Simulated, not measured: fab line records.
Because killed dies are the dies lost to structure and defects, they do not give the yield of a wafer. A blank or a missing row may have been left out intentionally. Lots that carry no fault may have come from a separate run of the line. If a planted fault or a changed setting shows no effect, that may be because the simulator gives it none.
fab line records	flow sky130
record lots=6	wafers=18	last_day=50
route steps=708 shown METAL5@664 PAD_OPEN@708
lots that met no fault: taken from a fault-free run of the same line
start_h: hours from the record's first day to the start of the lot's first wafer shown	wait_h: hours from the lot's prior step to this one	" unchanged from the row above	L1.1+2: a single row standing in for several wafers	- value missing, or start not given	* or withheld: withheld	< > ~ a bound
route shown NAME@n: a module of which the file shows steps, and the number in the route of the first	usual: the fault-free wafers' mean and standard deviation	same: alike in all rows	chamber/n: place in a boat	sites: each site's reading	_std_site: how widely they spread, as a standard deviation	_edge_site: the outer-site mean with the inner-site mean subtracted	radius_mm: how far each site lies from the wafer's centre	mask NAME#n: copy n	behind: tool/chamber where the wafer was last shaped	hold: what put the lot on hold/how long, in hours/how the hold closed	device: whichever transistor did not switch (one of n, p or np)	end of line: the route-end tests of the same wafers	for a step that has no rows: nothing shown but its recipe	killed: not the wafer's yield, but the dies lost to structure and defects at the first sort	map: shows each die of a wafer: x if killed, . if not, _ if none is there
set.NAME: the run value of the setting; set.NAME@STEP: its run value at that earlier step	model.NAME: the simulator's own value behind a step, which no gauge read
lots at selected steps of the route; one table per step, one row per wafer
services: from which hour (start_h, from the record's first day; less than 0 if before it) a tool's chamber was out of use, for how many hours, and why
## steps
# step SKY_METAL5_SPUTTER_03
# recipe material=Ti	target_thk_nm=5	power_w=3000	time_s=3.3	chamber_pressure_pa=0.4
# usual throttle_valve_pct=30.0/1.4
lot.wafer	tool	chamber	start_h	wait_h	throttle_valve_pct
L915.2	pvd_sputter-04	-	1023.03	0.0	28.2
L915.3	"	-	"	"	29.6
L915.4	"	-	"	"	29.9
L918.3	pvd_sputter-02	-	1041.64	0.0	31.7
L918.5	"	-	"	"	31.8
L918.6	"	-	"	"	31.4
L919.1	pvd_sputter-03	-	1049.46	0.0	27.1
L919.2	"	-	"	"	29.4
L919.6	"	-	"	"	29.4
L931.2	pvd_sputter-02	-	1140.96	0.0	28.7
L931.3	"	-	"	"	31.6
L931.5	"	-	"	"	31.6
L933.1	pvd_sputter-04	-	1141.85	0.0	31.6
L933.2	"	-	"	"	29.3
L933.6	"	-	"	"	31.6
L932.1	pvd_sputter-04	-	1144.25	0.0	31.6
L932.3	"	-	"	"	29.7
L932.4	"	-	"	"	28.2
# step SKY_METAL5_SPUTTER_04
# recipe material=TiN	target_thk_nm=70	power_w=6500	time_s=58.3	chamber_pressure_pa=0.4
# usual throttle_valve_pct=30.0/1.4
lot.wafer	tool	chamber	start_h	wait_h	throttle_valve_pct
L915.2	pvd_sputter-04	-	1023.05	0.0	28.4
L915.3	"	-	"	"	29.5
L915.4	"	-	"	"	29.7
L918.3	pvd_sputter-02	-	1041.66	0.0	32.0
L918.5	"	-	"	"	31.9
L918.6	"	-	"	"	31.3
L919.1	pvd_sputter-03	-	1049.48	0.0	27.7
L919.2	"	-	"	"	29.5
L919.6	"	-	"	"	29.3
L931.2	pvd_sputter-02	-	1140.98	0.0	28.6
L931.3	"	-	"	"	31.4
L931.5	"	-	"	"	31.5
L933.1	pvd_sputter-04	-	1141.87	0.0	31.5
L933.2	"	-	"	"	29.5
L933.6	"	-	"	"	31.6
L932.1	pvd_sputter-04	-	1144.27	0.0	31.4
L932.3	"	-	"	"	30.0
L932.4	"	-	"	"	28.3
# step SKY_METAL5_RS_MEAS_05
# recipe thk_meas_gauge=four-point-probe	reads=TiN_of_METAL5_SPUTTER_04+Ti_of_METAL5_SPUTTER_03+AlCu_of_METAL5_SPUTTER_02+TiN_of_METAL5_SPUTTER_01+Ti_of_METAL5_SPUTTER_00
# usual METAL5_ALCU_RS=0.0270/0.00034
lot.wafer	tool	chamber	start_h	wait_h	METAL5_ALCU_RS[ohm/sq]
L915.2	film_metro-01	-	1023.12	0.0	0.0267
L915.3	"	-	"	"	0.0263
L915.4	"	-	"	"	0.0269
L918.3	film_metro-04	-	1041.75	0.1	0.0274
L918.5	"	-	"	"	0.0273
L918.6	"	-	"	"	0.0270
L919.1	film_metro-03	-	1049.53	0.0	0.0276
L919.2	"	-	"	"	0.0279
L919.6	"	-	"	"	0.0277
L931.2	film_metro-03	-	1141.06	0.0	0.0274
L931.3	"	-	"	"	0.0274
L931.5	"	-	"	"	0.0275
L933.1	film_metro-01	-	1141.92	0.0	0.0271
L933.2	"	-	"	"	0.0266
L933.6	"	-	"	"	0.0273
L932.1	film_metro-01	-	1144.32	0.0	0.0273
L932.3	"	-	"	"	0.0274
L932.4	"	-	"	"	0.0270
# step SKY_METAL5_THK_MEAS_06
# recipe thk_meas_gauge=xrf	reads=AlCu_of_METAL5_SPUTTER_02
# usual METAL5_ALCU_THK=1150/16
lot.wafer	tool	chamber	start_h	wait_h	METAL5_ALCU_THK[nm]
L915.2	film_metro-01	-	1023.23	0.1	1162
L915.3	"	-	"	"	1178
L915.4	"	-	"	"	1156
L918.3	film_metro-04	-	1041.85	0.1	1149
L918.5	"	-	"	"	1154
L918.6	"	-	"	"	1159
L919.1	film_metro-03	-	1049.65	0.1	1113
L919.2	"	-	"	"	1117
L919.6	"	-	"	"	1124
L931.2	film_metro-03	-	1141.17	0.1	1127
L931.3	"	-	"	"	1121
L931.5	"	-	"	"	1120
L933.1	film_metro-01	-	1142.04	0.1	1144
L933.2	"	-	"	"	1174
L933.6	"	-	"	"	1149
L932.1	film_metro-01	-	1144.44	0.1	1143
L932.3	"	-	"	"	1135
L932.4	"	-	"	"	1155
# step SKY_METAL5_DEHYDRATE_07
# recipe temp_c=200	time_s=60
# step SKY_METAL5_HMDS_08
# recipe prime_time_s=60	prime_temp_c=120
# step SKY_METAL5_COAT_09
# recipe resist=NOVOLAK	spin_rpm=3000	resist_thk_nm=1800
# step SKY_METAL5_SOFTBAKE_10
# recipe temp_c=90	time_s=60	resist=NOVOLAK
# step SKY_METAL5_EXPOSE_11
# recipe mask_id=MM5	na=0.6	source_shape=conventional	sigma_outer=0.6	polarization=unpolarized	target_cd_nm=1600	dose_mj=190
# step SKY_METAL5_PEB_12
# recipe temp_c=withheld	time_s=*	resist=NOVOLAK
# step SKY_METAL5_DEVELOP_13
# recipe resist=NOVOLAK	developer=TMAH	develop_time_s=60	dev_temp_c=23
# step SKY_METAL5_DESCUM_14
# recipe chemistry=O2	source_power_w=150	bias_power_w=0	pressure_mtorr=10	temp_c=40	time_s=11
# usual drypump_motor_current_A=5.8/0.5	oes_product_au=0.993/0.0078
# same bias_power_w=0
lot.wafer	tool	chamber	start_h	wait_h	drypump_motor_current_A	oes_product_au	rf_hours_counter_h
L915.2	rie_metal-01	0	1044.83	0.1	5.8	0.992	17
L915.3	"	0	"	"	5.8	0.994	-
L915.4	"	1	"	"	5.0	0.981	-
L918.3	rie_metal-04	1	1062.55	0.1	5.9	0.991	-
L918.5	"	1	"	"	5.8	0.989	-
L918.6	"	0	"	"	6.7	0.993	-
L919.1	rie_metal-02	0	1070.88	0.1	5.8	1.002	0
L919.2	"	1	"	"	5.9	1.004	20
L919.6	"	1	"	"	5.9	1.001	-
L931.2	rie_metal-04	0	1155.89	0.1	6.7	0.987	15
L931.3	"	0	"	"	6.7	0.987	-
L931.5	"	1	"	"	5.9	0.991	-
L933.1	rie_metal-02	1	1156.48	0.1	5.9	0.996	28
L933.2	"	0	"	"	5.7	0.988	8
L933.6	"	0	"	"	5.8	0.989	-
L932.1	rie_metal-02	0	1158.24	0.1	5.7	0.985	9
L932.3	"	1	"	"	5.9	0.988	-
L932.4	"	0	"	"	5.7	1.001	-
# step SKY_METAL5_METAL_ETCH_15
# recipe target_depth_a=12600	stop_on=SiO2	over_etch_frac=0.2	time_s=252	chemistry=Cl2/BCl3	resist_sidewall_deg=86	pressure_mtorr=10	icp_w=900	bias_w=48.5	Cl2_flow_sccm=60	bcl3_flow_sccm=30
# usual bcl3_flow_sccm=29.97/0.094	bias_w=48.50/0.15	drypump_motor_current_A=5.9/0.5	oes_product_au=0.895/0.0049	throttle_valve_pct=22.265/0.0097
lot.wafer	tool	chamber	start_h	wait_h	bcl3_flow_sccm	bias_w	drypump_motor_current_A	oes_product_au	rf_hours_counter_h	throttle_valve_pct	model.NOVOLAK_of_METAL5_COAT_09.thk_nm	model.SiO2_of_VIA4_HDPCVD_00.thk_nm	model.METAL5.cd_nm
L915.2	rie_metal-01	0	1044.87	0.0	30.07	48.52	5.8	0.892	17	22.272	1036	547.8	1599
L915.3	"	0	"	"	29.88	48.42	5.8	0.893	-	22.254	1039	549.3	1597
L915.4	"	1	"	"	30.00	48.43	5.0	0.902	-	22.266	1048	549	1600
L918.3	rie_metal-04	1	1062.65	0.1	-	-	-	-	-	-	1783	573.3	1602
L918.5	"	1	"	"	-	-	-	-	-	-	1786	573	1598
L918.6	"	0	"	"	-	-	-	-	-	-	1786	572.2	1601
L919.1	rie_metal-02	0	1070.92	0.0	-	-	-	-	-	-	1788	575	1605
L919.2	"	1	"	"	-	-	-	-	-	-	1789	572.8	1605
L919.6	"	1	"	"	-	-	-	-	-	-	1787	571.5	1605
L931.2	rie_metal-04	0	1155.92	0.0	29.94	48.37	6.7	0.885	15	22.260	1054	551	1598
L931.3	"	0	"	"	29.91	48.37	6.6	0.892	-	22.250	1045	550.8	1595
L931.5	"	1	"	"	30.17	48.69	5.9	0.889	-	22.270	1042	551.8	1593
L933.1	rie_metal-02	1	1156.51	0.0	29.82	48.45	5.9	0.897	28	22.266	1046	550.9	1600
L933.2	"	0	"	"	29.98	48.27	5.8	0.898	8	22.261	1059	550.9	1594
L933.6	"	0	"	"	30.03	48.29	5.7	0.898	-	22.262	1058	550.2	1592
L932.1	rie_metal-02	0	1158.27	0.0	29.97	48.35	5.8	0.900	9	22.277	1043	549.8	1591
L932.3	"	1	"	"	30.04	48.55	5.9	0.897	-	22.270	1025	548.9	1594
L932.4	"	0	"	"	29.78	48.59	5.8	0.887	-	22.240	1047	549.8	1594
# step SKY_METAL5_STRIP_16
# recipe chemistry=O2/N2	power_w=1440	pressure_mtorr=1500	platen_temp_c=withheld	o2_flow_sccm=3000	n2_flow_sccm=300	overash_fraction=0.5
# usual drypump_motor_current_A=5.70/0.3	oes_product_au=0.722/0.0049	strip_time_to_endpoint_s=12.87/0.084
lot.wafer	tool	chamber	start_h	wait_h	drypump_motor_current_A	oes_product_au	rf_hours_counter_h	strip_time_to_endpoint_s
L915.2	plasma_asher-04	0	1045.10	0.2	5.53	0.718	62	12.80
L915.3	"	0	"	"	5.53	0.715	-	12.82
L915.4	"	1	"	"	5.27	0.727	-	12.93
L918.3	plasma_asher-02	1	1062.84	0.1	6.05	0.721	-	20.96
L918.5	"	1	"	"	6.00	0.728	-	20.99
L918.6	"	0	"	"	5.99	0.719	-	21.01
L919.1	plasma_asher-04	1	1071.15	0.2	5.28	0.718	64	21.01
L919.2	"	0	"	"	5.57	0.720	64	21.03
L919.6	"	1	"	"	5.31	0.724	-	21.02
L931.2	plasma_asher-04	1	1156.16	0.2	5.27	0.717	71	12.97
L931.3	"	1	"	"	5.30	0.718	-	12.90
L931.5	"	0	"	"	5.51	0.722	-	12.86
L933.1	plasma_asher-03	0	1156.75	0.2	5.91	0.729	9	12.90
L933.2	"	1	"	"	5.77	0.721	9	13.02
L933.6	"	0	"	"	5.89	0.728	-	13.01
L932.1	plasma_asher-03	0	1158.51	0.2	5.85	0.730	9	12.90
L932.3	"	1	"	"	5.75	0.717	-	12.73
L932.4	"	0	"	"	5.84	0.723	-	12.91
# step SKY_METAL5_STRIP_17
# recipe chemistry=post_etch_residue_remover	time_s=1200	temp_c=72.5
# step SKY_PAD_OPEN_PROBE_99
# usual defect_limited_yield=82.8/1.7	killed_at_M0_to_M3=43/6.2	killed_at_M4_up=2.8/1.7	killed_at_contacts=24/4.8	killed_at_front_end=15/4.3	killed_at_other=0.3/0.55	killed_dies=85/8.4	killed_on_rim=17/3.8	killed_open=46/6.7	killed_short=38/6.2	sort_bin_3_pad_short=0.9/0.46	sort_bin_5_function=10.2/1.3	sort_bin_6_memory=6.1/0.9	sort_n_pass=407/8.4	sort_yield_pct=82.8/1.7
# same gross_dies=492	killed_at_back_side=0	sort_bin_4_leakage[%]=0	sort_bin_8_speed[%]=0
lot.wafer	tool	chamber	start_h	wait_h	defect_limited_yield[%]	killed_at_M0_to_M3	killed_at_M4_up	killed_at_contacts	killed_at_front_end	killed_at_other	killed_dies	killed_on_rim	killed_open	killed_short	sort_bin_3_pad_short[%]	sort_bin_5_function[%]	sort_bin_6_memory[%]	sort_n_pass	sort_yield_pct[%]
L915.2	prober-02	-	1089.30	0.1	82.9	49	1	20	14	0	84	22	37	47	0.4	10.0	6.7	408	82.9
L915.3	prober-02	-	1089.35	0.2	83.3	34	3	29	16	0	82	12	50	32	1.8	8.5	6.3	410	83.3
L915.4	prober-02	-	1089.40	0.2	82.9	35	4	29	16	0	84	18	41	43	1.0	9.3	6.7	408	82.9
L918.3	prober-01	-	1107.59	0.2	0	42	411	23	16	0	492	96	52	31	0.2	93.7	6.1	0	0
L918.5	prober-01	-	1107.69	0.2	0	43	406	27	16	0	492	96	48	40	0.6	93.3	6.1	0	0
L918.6	prober-01	-	1107.74	0.2	0	43	412	30	7	0	492	96	44	38	1.4	92.7	5.9	0	0
L919.1	prober-02	-	1113.63	0.1	0	46	415	17	14	0	492	96	49	31	1.2	93.3	5.5	0	0
L919.2	prober-02	-	1113.68	0.1	0	39	416	24	12	1	492	96	50	27	0.2	92.3	7.5	0	0
L919.6	prober-02	-	1113.88	0.2	0	42	423	20	7	0	492	96	37	35	0.8	93.3	5.9	0	0
L931.2	prober-01	-	1193.64	0.1	79.5	47	1	30	23	0	101	21	52	49	1.2	11.8	7.5	391	79.5
L931.3	prober-01	-	1193.69	0.2	85.4	37	2	18	15	0	72	18	38	30	1.2	8.3	5.1	420	85.4
L931.5	prober-01	-	1193.79	0.2	84.8	38	0	19	18	0	75	15	44	30	1.0	10.0	4.3	417	84.8
L933.1	prober-01	-	1195.09	0.1	83.1	45	7	17	14	0	83	10	45	38	0.8	9.1	6.9	409	83.1
L933.2	prober-01	-	1195.14	0.1	82.3	54	3	16	14	0	87	15	46	41	1.0	11.0	5.7	405	82.3
L933.6	prober-01	-	1195.34	0.2	84.3	39	2	26	10	0	77	17	36	41	0.8	10.0	4.9	415	84.3
L932.1	prober-02	-	1195.87	0.1	83.7	47	2	15	15	1	80	18	39	41	0.6	10.4	5.3	412	83.7
L932.3	prober-02	-	1195.97	0.2	81.9	39	2	28	20	0	89	16	49	40	1.2	11.2	5.7	403	81.9
L932.4	prober-02	-	1196.02	0.2	83.5	37	5	23	16	0	81	20	38	42	0.6	10.6	5.3	411	83.5
# killed by level:class
L915.2 METAL2:geometric_particle:short=11 LI_CONTACT:geometric_particle:open=8 VIA1:geometric_particle:open=7 FIELD_ISO:geometric_particle:short=6 VIA3:geometric_particle:open=5 VIA2:geometric_particle:short=5 CONTACT:geometric_particle:short=5 METAL3:geometric_particle:short=5
L915.3 CONTACT:geometric_particle:open=13 VIA1:geometric_particle:open=8 LI_CONTACT:geometric_particle:open=7 LOCAL_INTERCONNECT:geometric_particle:short=6 VIA2:geometric_particle:open=5 POLY_GATE:geometric_particle:open=4 VIA1:geometric_particle:short=4 METAL1:geometric_particle:short=4
L915.4 LOCAL_INTERCONNECT:geometric_particle:short=9 LI_CONTACT:geometric_particle:open=8 VIA1:geometric_particle:open=8 CONTACT:geometric_particle:open=6 FIELD_ISO:geometric_particle:short=5 METAL2:geometric_particle:short=5 VIA3:geometric_particle:open=5 VIA2:geometric_particle:open=4
L918.3 METAL5:area_etch=409 VIA2:geometric_particle:open=9 LI_CONTACT:geometric_particle:open=9 CONTACT:geometric_particle:open=7 VIA1:geometric_particle:open=7 VIA3:geometric_particle:open=6 FIELD_ISO:geometric_particle:open=4 VIA2:geometric_particle:short=4
L918.5 METAL5:area_etch=404 CONTACT:geometric_particle:open=12 VIA1:geometric_particle:open=11 METAL2:geometric_particle:short=9 POLY_GATE:geometric_particle:short=8 LI_CONTACT:geometric_particle:open=7 METAL1:geometric_particle:short=7 VIA2:geometric_particle:open=6
L918.6 METAL5:area_etch=409 CONTACT:geometric_particle:open=14 METAL2:geometric_particle:short=7 VIA1:geometric_particle:open=7 VIA2:geometric_particle:open=6 VIA1:geometric_particle:short=6 VIA3:geometric_particle:open=6 LI_CONTACT:geometric_particle:open=5
L919.1 METAL5:area_etch=412 VIA1:geometric_particle:open=18 VIA2:geometric_particle:open=8 METAL1:geometric_particle:short=7 LI_CONTACT:geometric_particle:open=5 CONTACT:geometric_particle:open=5 POLY_GATE:geometric_particle:open=4 POLY_GATE:geometric_particle:short=4
L919.2 METAL5:area_etch=414 VIA1:geometric_particle:open=12 LOCAL_INTERCONNECT:geometric_particle:short=7 VIA3:geometric_particle:open=7 CONTACT:geometric_particle:open=6 VIA2:geometric_particle:open=6 POLY_GATE:geometric_particle:open=4 CONTACT:geometric_particle:short=4
L919.6 METAL5:area_etch=419 CONTACT:geometric_particle:open=10 VIA1:geometric_particle:open=9 VIA1:geometric_particle:short=6 VIA3:geometric_particle:open=6 METAL1:geometric_particle:short=5 LI_CONTACT:geometric_particle:open=4 VIA3:geometric_particle:short=4
L931.2 LI_CONTACT:geometric_particle:open=10 VIA3:geometric_particle:open=10 VIA1:geometric_particle:open=8 FIELD_ISO:geometric_particle:open=6 CONTACT:geometric_particle:open=6 METAL1:geometric_particle:short=6 METAL3:geometric_particle:short=6 LI_CONTACT:geometric_particle:short=5
L931.3 VIA1:geometric_particle:open=9 POLY_GATE:geometric_particle:open=6 CONTACT:geometric_particle:open=6 METAL1:geometric_particle:short=6 VIA3:geometric_particle:open=5 LI_CONTACT:geometric_particle:open=4 VIA2:geometric_particle:short=4 VIA2:geometric_particle:open=4
L931.5 VIA3:geometric_particle:open=9 VIA1:geometric_particle:open=8 LI_CONTACT:geometric_particle:open=6 CONTACT:geometric_particle:open=5 METAL1:geometric_particle:short=5 VIA2:geometric_particle:open=5 FIELD_ISO:geometric_particle:open=4 SPACER:geometric_particle:short=4
L933.1 VIA1:geometric_particle:open=12 VIA2:geometric_particle:open=10 VIA1:geometric_particle:short=8 LOCAL_INTERCONNECT:geometric_particle:short=6 CONTACT:geometric_particle:open=6 METAL4:geometric_particle:short=6 VIA3:geometric_particle:open=5 POLY_GATE:geometric_particle:open=5
L933.2 VIA1:geometric_particle:open=17 METAL1:geometric_particle:short=10 LI_CONTACT:geometric_particle:open=8 POLY_GATE:geometric_particle:short=5 VIA1:geometric_particle:short=5 METAL2:geometric_particle:short=5 LI_CONTACT:geometric_particle:short=4 VIA2:geometric_particle:open=4
L933.6 LI_CONTACT:geometric_particle:open=8 VIA1:geometric_particle:open=7 CONTACT:geometric_particle:short=6 METAL1:geometric_particle:short=5 VIA1:geometric_particle:short=5 METAL3:geometric_particle:short=5 LI_CONTACT:geometric_particle:short=4 CONTACT:geometric_particle:open=4
L932.1 METAL1:geometric_particle:short=10 CONTACT:geometric_particle:open=9 VIA1:geometric_particle:open=8 METAL2:geometric_particle:short=8 FIELD_ISO:geometric_particle:short=4 LI_CONTACT:geometric_particle:open=4 VIA2:geometric_particle:open=4 VIA3:geometric_particle:short=4
L932.3 CONTACT:geometric_particle:open=9 FIELD_ISO:geometric_particle:short=7 POLY_GATE:geometric_particle:open=7 VIA1:geometric_particle:open=7 VIA3:geometric_particle:open=7 METAL1:geometric_particle:short=6 LOCAL_INTERCONNECT:geometric_particle:short=6 VIA1:geometric_particle:short=6
L932.4 CONTACT:geometric_particle:short=8 CONTACT:geometric_particle:open=7 VIA1:geometric_particle:open=7 VIA2:geometric_particle:open=6 VIA1:geometric_particle:short=5 METAL2:geometric_particle:short=5 FIELD_ISO:geometric_particle:short=4 VIA3:geometric_particle:open=4
# map L918.3 (x killed, . not)
__________xxxxxxxxxx_________
________xxxxxxxxxxxxxx_______
______xxxxxxxxxxxxxxxxxx_____
_____xxxxxxxxxxxxxxxxxxxx____
____xxxxxxxxxxxxxxxxxxxxxx___
___xxxxxxxxxxxxxxxxxxxxxxxx__
__xxxxxxxxxxxxxxxxxxxxxxxxxx_
_xxxxxxxxxxxxxxxxxxxxxxxxxxxx
_xxxxxxxxxxxxxxxxxxxxxxxxxxxx
_xxxxxxxxxxxxxxxxxxxxxxxxxxxx
_xxxxxxxxxxxxxxxxxxxxxxxxxxxx
_xxxxxxxxxxxxxxxxxxxxxxxxxxxx
_xxxxxxxxxxxxxxxxxxxxxxxxxxxx
_xxxxxxxxxxxxxxxxxxxxxxxxxxxx
_xxxxxxxxxxxxxxxxxxxxxxxxxxxx
__xxxxxxxxxxxxxxxxxxxxxxxxxx_
___xxxxxxxxxxxxxxxxxxxxxxxx__
____xxxxxxxxxxxxxxxxxxxxxx___
_____xxxxxxxxxxxxxxxxxxxx____
______xxxxxxxxxxxxxxxxxx_____
________xxxxxxxxxxxxxx_______
__________xxxxxxxxxx_________
# map L919.1 (x killed, . not)
__________xxxxxxxxxx_________
________xxxxxxxxxxxxxx_______
______xxxxxxxxxxxxxxxxxx_____
_____xxxxxxxxxxxxxxxxxxxx____
____xxxxxxxxxxxxxxxxxxxxxx___
___xxxxxxxxxxxxxxxxxxxxxxxx__
__xxxxxxxxxxxxxxxxxxxxxxxxxx_
_xxxxxxxxxxxxxxxxxxxxxxxxxxxx
_xxxxxxxxxxxxxxxxxxxxxxxxxxxx
_xxxxxxxxxxxxxxxxxxxxxxxxxxxx
_xxxxxxxxxxxxxxxxxxxxxxxxxxxx
_xxxxxxxxxxxxxxxxxxxxxxxxxxxx
_xxxxxxxxxxxxxxxxxxxxxxxxxxxx
_xxxxxxxxxxxxxxxxxxxxxxxxxxxx
_xxxxxxxxxxxxxxxxxxxxxxxxxxxx
__xxxxxxxxxxxxxxxxxxxxxxxxxx_
___xxxxxxxxxxxxxxxxxxxxxxxx__
____xxxxxxxxxxxxxxxxxxxxxx___
_____xxxxxxxxxxxxxxxxxxxx____
______xxxxxxxxxxxxxxxxxx_____
________xxxxxxxxxxxxxx_______
__________xxxxxxxxxx_________
## services
tool	chamber	start_h	hours	kind
plasma_asher-04	-	1007.67	14.6	pm
rie_metal-04	-	1010.25	2.8	pm
rie_metal-04	-	1013.62	2.3	repair
rie_metal-02	1	1025.71	2.6	repair
pvd_sputter-02	3	1041.71	-	consumable_replace:kit
pvd_sputter-02	3	1041.71	18.0	scheduled_down
pvd_sputter-02	3	1041.71	18.0	vent_cycle
rie_metal-02	0	1042.79	-	clean
rie_metal-02	0	1042.79	15.8	scheduled_down
rie_metal-02	0	1042.79	15.8	vent_cycle
rie_metal-02	-	1049.90	1.0	repair
pvd_sputter-03	-	1055.11	9.2	repair
plasma_asher-03	-	1055.25	9.0	pm
rie_metal-04	1	1066.14	4.3	repair
pvd_sputter-03	-	1075.13	4.3	repair
plasma_asher-04	-	1077.76	4.3	pm
plasma_asher-04	-	1095.31	3.8	repair
rie_metal-04	1	1104.60	4.0	repair
plasma_asher-04	-	1117.73	1.3	repair
pvd_sputter-02	2	1125.24	-	consumable_replace:kit
pvd_sputter-02	2	1125.24	18.0	scheduled_down
pvd_sputter-03	-	1135.95	2.3	repair
plasma_asher-03	-	1144.25	4.0	repair
plasma_asher-04	-	1145.17	2.9	repair
## key
first_sign step=SKY_METAL5_METAL_ETCH_15	reading=tool_record	direction=missing
effect step=SKY_METAL5_STRIP_16	reading=strip_time_to_endpoint_s	direction=up	sigmas=97	usual=*	struck=*
effect step=SKY_PAD_OPEN_PROBE_99	reading=killed_at_M4_up	direction=up	sigmas=99+	usual=2.8	struck=413.8
model_effect step=SKY_METAL5_METAL_ETCH_15	value=NOVOLAK_of_METAL5_COAT_09.thk_nm	without=1028	struck=1786
more_kills_born_at SKY_METAL5_METAL_ETCH_15@rie_metal-02=1245	SKY_METAL5_METAL_ETCH_15@rie_metal-04=1222
met_at SKY_METAL5_METAL_ETCH_15
struck_wafers L918.3,L918.5,L918.6,L919.1,L919.2,L919.6
later_rows_left_out L918.3,L918.5,L918.6,L919.1,L919.2,L919.6
fault kind=skipped_step_whole	tool=rie_metal-02,rie_metal-04	chamber=-	onset_h=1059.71	steps=SKY_METAL5_METAL_ETCH_15	scope=struck_lots_only
# later_rows_left_out: the simulator's readings of these wafers behind a module that went badly wrong aren't trusted and aren't shown, but for the sort
